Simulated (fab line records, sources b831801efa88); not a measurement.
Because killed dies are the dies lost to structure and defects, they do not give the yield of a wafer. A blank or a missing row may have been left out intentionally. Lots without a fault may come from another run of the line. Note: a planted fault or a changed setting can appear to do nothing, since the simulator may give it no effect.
8D (eight disciplines) problem report, filled in by code | flow sky130 | the parts of the form that need people (team, actions taken, sign-off) are left out

1. PROBLEM STATEMENT
Mean of beam_energy_keV at SKY_LDD_HVN_IMPLANT_08: 61.946 across 6 wafers in 2 lots; on wafers with no fault it is 60.002 (standard deviation 0.016). So: +99 or more standard deviations from the usual mean.
The first sign was on wafer L456.1 at day 23 11:18, on implanter-01. Wafers with a number at this step in the record: 36, from 12 lots. Rule for "out", or "out of limits": more than 4 standard deviations from the usual mean. Any other wafer with a number is counted as sound.

2. WHAT IT IS, AND WHAT IT ISN'T
question                    | is                     | is not
which readings at this step | beam_energy_keV        | beam_on_s
which lots                  | L456, L459             | L450, L451, L452, L453, L454, L461, L466, L471, L472, L473
which wafers of those lots  | all that have a number | -
read on which tools         | implanter-01           | implanter-03, implanter-04
when                        | from day 23 11:18      | up to then (15 sound wafers); but 15 sound wafers of L461, L466, L471, L472, L473 came after

3. THE SUSPECTS, EACH WITH WHAT RULES IT OUT
Counting: a tool at a process step up to the reading stays a suspect if it ran every lot that is out and no sound lot after the first of them.
- implanter-01 at SKY_LDD_HVN_IMPLANT_08: ruled out as a lasting fault. Following L456 (day 23 11:18), the first lot on it that is out, the sound lots L473 were run on it.
Left after counting: nothing in the record.

4. THE CAUSE (what the simulator had put in)
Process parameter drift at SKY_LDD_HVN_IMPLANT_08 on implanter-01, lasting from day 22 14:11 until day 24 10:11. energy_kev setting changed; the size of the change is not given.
Counting ruled it out, wrongly.

5. SEQUENCE OF EFFECTS, ordered by route
Each row: a reading whose mean over the struck wafers that have a number lies more than 3 standard deviations from the usual. Only readings for which the record gives a usual standard deviation are gone through. hours: the time from each lot's start at the first step in this table that gives one to its start at this step, as a median over the lots. sigmas: the change in usual standard deviations.
hours | step                   | reading         | usual  | on struck wafers | change | sigmas
0     | SKY_LDD_HVN_IMPLANT_08 | beam_energy_keV | 60.002 | 61.946           | +1.944 | +99 or more
It contains these process steps:
- SKY_LDD_HVN_IMPLANT_08

6. WHAT WOULD HAVE CAUGHT IT SOONER
In this record no reading fell out of limits until day 23 11:18, 21 hours after the fault had begun at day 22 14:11.
